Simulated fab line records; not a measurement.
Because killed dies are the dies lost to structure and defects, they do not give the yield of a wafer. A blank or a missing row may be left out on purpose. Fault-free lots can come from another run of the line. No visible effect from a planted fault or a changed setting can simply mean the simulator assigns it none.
Comparing a struck lot with a sound one || flow sky130 || 21 steps out of a route of 708
Sound: wafers L408.2, L408.4, L408.6. Struck: wafers L415.3, L415.4, L415.6. At the end, the cause is stated.
At each step with rows: each side's tool, then ch and its chambers, then its first start. Under that, the readings that differ: sound wafers || struck wafers || difference of the means || sigmas: that difference in standard deviations of wafers without a fault.
alike: words and numbers the same on both sides, and readings whose means are apart by under 2 such deviations; not compared: readings that were withheld, readings missing a value for some wafer, numbers with overlapping values and no deviation given by the record, and bounds like >300 which may hide the same value.
The two part at a step that has a row with sigmas, a row that says differs or no value, or rows on one side only. When numbers do not overlap yet have no deviation, they are printed without sigmas and do not part them. A reading that every wafer of one side lacks parts them only if that side has two wafers or more.

first, 1 step without rows for these wafers: SKY_FIELD_ISO_CVD_24 (deposits SiO2, target thk 595 nm, time 99.2 s).
SKY_FIELD_ISO_THK_MEAS_25:
  sound: film-metro-04 at day 4 05:16; struck: film-metro-03 at day 5 18:40
  alike: FIELD_ISO_CVD_24_THK
then, 1 step without rows for these wafers: SKY_FIELD_ISO_ANNEAL_26 (time 1800 s).
SKY_FIELD_ISO_CMP_27: polishes, stops on Si3N4, t overpolish 16 s, target thk 457.8 nm.
  sound on cmp-01 ch 0,1,2, day 4 08:04; struck on cmp-01 ch 0,1,2, day 5 20:19
  alike: head-pressure-psi, motor-current-A, overpolish-run-s, time-to-endpoint-s
then, 5 steps without rows for these wafers: SKY_FIELD_ISO_WET_ETCH_28 (etches SiO2 in dHF, target depth 23.7 nm, time 47 s); SKY_FIELD_ISO_WET_ETCH_29 (etches Si3N4 in H3PO4, target depth 160 nm, time 1825 s); SKY_FIELD_ISO_WET_ETCH_30 (etches SiO2 in dHF, target depth 25 nm, time 50 s); SKY_NWELL_CLEAN_00 (cleans in SC1/SC2, time 150 s); SKY_NWELL_OXIDATION_01 (stabilise 600 s, purge 300 s, target thk 10 nm).
SKY_NWELL_THK_MEAS_02:
  sound: film-metro-01 at day 4 11:41; struck: film-metro-02 at day 5 22:35
  alike: NWELL_OXIDATION_THK
then, 2 steps without rows for these wafers: SKY_DNWELL_DEHYDRATE_00 (time 60 s); SKY_DNWELL_HMDS_01 (prime time 60 s).
SKY_DNWELL_COAT_02: resist thk 3000 nm.
  sound on litho-track-03 ch 0, day 4 20:10; struck on litho-track-01 ch 0, day 6 07:32
{"reading": "model.coat_of_DNWELL_COAT_02.thk-nm (nm)", "sound": "3000 3004 3011", "struck": "3071 3061 3068", "difference": "+62", "sigmas": ""}
  alike: spin-speed-rpm
then, 3 steps without rows for these wafers: SKY_DNWELL_SOFTBAKE_03; SKY_DNWELL_EXPOSE_04 (exposes mask DNM, target cd 3000 nm); SKY_DNWELL_PEB_05.
SKY_DNWELL_DEVELOP_06: develop time 60 s.
  sound: litho-track-03 ch 0; struck: litho-track-03 ch 0
{"reading": "model.coat_of_DNWELL_COAT_02.thk-nm (nm)", "sound": "2996 3000 3007", "struck": "3067 3057 3063", "difference": "+61", "sigmas": ""}
after that, 1 step had no rows for these wafers: SKY_DNWELL_IMPLANT_07.
SKY_DNWELL_STRIP_08: strips in O2/N2.
  sound on plasma-asher-01 ch 0,1, day 5 04:56; struck on plasma-asher-02 ch 0,1, day 6 17:04
{"reading": "strip-time-to-endpoint-s (s)", "sound": "36.90 36.98 37.05", "struck": "37.71 37.60 37.67", "difference": "+0.68", "sigmas": "+6"}
  alike: drypump-motor-current-A, o2-flow-sccm, oes-product-au
  not compared: rf-hours-counter-h
SKY_DNWELL_TW_MEAS_09:
  sound: film-metro-02 at day 5 05:03; struck: film-metro-03 at day 6 17:10
  alike: DNWELL_TW
-- the record jumps here: 43 days lie between the struck wafers' starts before and after (it left off in module DNWELL and takes up again in module PAD_OPEN, whose first step shown is number 708 of the route) --
SKY_PAD_OPEN_PROBE_99:
  sound: prober-02 at day 48 00:40; struck: prober-01 at day 49 12:51
  alike: killed_at_M0_to_M3, killed_at_M4_up, killed-at-contacts, killed-at-front-end, killed-at-other, killed-dies, killed-open, killed-short

## WHERE THEY PART
At SKY_DNWELL_STRIP_08 and nowhere else, as far as this record goes. Later steps at which nothing parts them and some readings are alike: SKY_DNWELL_TW_MEAS_09, SKY_PAD_OPEN_PROBE_99.

WHY: whatever the simulator had introduced
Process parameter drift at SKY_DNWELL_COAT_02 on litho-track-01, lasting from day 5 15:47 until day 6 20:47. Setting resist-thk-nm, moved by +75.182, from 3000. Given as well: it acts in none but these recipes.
